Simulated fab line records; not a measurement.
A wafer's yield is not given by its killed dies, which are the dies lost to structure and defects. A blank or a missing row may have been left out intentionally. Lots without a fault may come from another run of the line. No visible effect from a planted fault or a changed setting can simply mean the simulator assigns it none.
Code-filled problem report in 8D (eight disciplines) form ; flow sky130 ; the parts of the form that need people (team, actions taken, sign-off) are left out

## 1. THE PROBLEM
At SKY_VIA3_ETCH_14, biasW averages 115.6 W over 3 wafers from 2 lots, while fault-free wafers read 100.0 W, standard deviation 0.31. That is +50 standard deviations from the usual mean.
The step: etches BARC in N2/H2, stops on SiO2, time 45.9 s, target depth 60 nm.
Seen first at day 45 02:07 on rieDiel-02, wafer L416.3. The record holds 36 wafers of 12 lots with a number at this step. By rule, "out" or "out of limits" means more than 4 standard deviations away from the usual mean. Any other wafer with a number is counted as sound.

## 2. WHAT THIS IS AND IS NOT
question;is;is not
which readings at this step;biasW;drypumpMotorCurrentA, h2FlowSccm, oesProductAu, throttleValvePct
which lots;L416, L419;L399, L400, L402, L404, L406, L410, L411, L412, L415, L418
which wafers of those lots;L416.3, L416.5, L419.3;L416.6, L419.2, L419.5
read on which tools;rieDiel-02;rieDiel-01, rieDiel-03
when;from day 45 02:07;"up to then (28 sound wafers); but 5 sound wafers of L418, L419 came after"

## 3. THE SUSPECTS, EACH WITH WHAT RULES IT OUT
Counting: a tool at a process step up to the reading stays a suspect if it ran every lot that is out. Sound lots after the first of them don't rule it out here, since some wafers of a struck lot are sound.
- rieDiel-02 at SKY_VIA3_ETCH_14 (etches BARC in N2/H2, stops on SiO2, time 45.9 s, target depth 60 nm): kept. Ran every lot that is out, first one L416 (day 45 02:07); last sound lot up to then L412 (day 43 17:56). Its own readings are out on those wafers: biasW.
- In rieDiel-02 at SKY_VIA3_ETCH_14, the wafers that are out were processed in chamber 2 and their sound lot-mates in chambers 0, 3.
The count leaves rieDiel-02 at SKY_VIA3_ETCH_14.

## 4. THE CAUSE (what the simulator had put in)
rieDiel-02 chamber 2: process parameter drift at SKY_VIA3_ETCH_14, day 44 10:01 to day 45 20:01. Setting biasW shifted by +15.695 from 100. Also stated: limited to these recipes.
After counting, this tool was the only one left.

## 5. THE EFFECT CHAIN, in route order
One row per reading whose mean, taken over the struck wafers that have a number, lies over 3 standard deviations from the usual. Readings are gone through only where the record gives a usual standard deviation; hours: the median, over the lots, of the time from a lot's start at the first step in this table giving one to that lot's start at this step; sigmas: the change measured in usual standard deviations.
hours;step;reading;usual;on struck wafers;change;sigmas
0;SKY_VIA3_ETCH_14;biasW;100.0 W;115.6;+15.6;+50
Here are the process steps it includes:
- SKY_VIA3_ETCH_14: etches BARC in N2/H2, stops on SiO2, time 45.9 s, target depth 60 nm.
Later steps that measure or inspect, where all struck wafers having a row at the step show a number for every such reading and not one has moved that far: SKY_VIA3_RS_MEAS_22.

## 6. HOW IT WOULD HAVE BEEN CAUGHT EARLIER
The fault began at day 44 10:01; the first out-of-limits reading in this record came at day 45 02:07, 16 hours later.
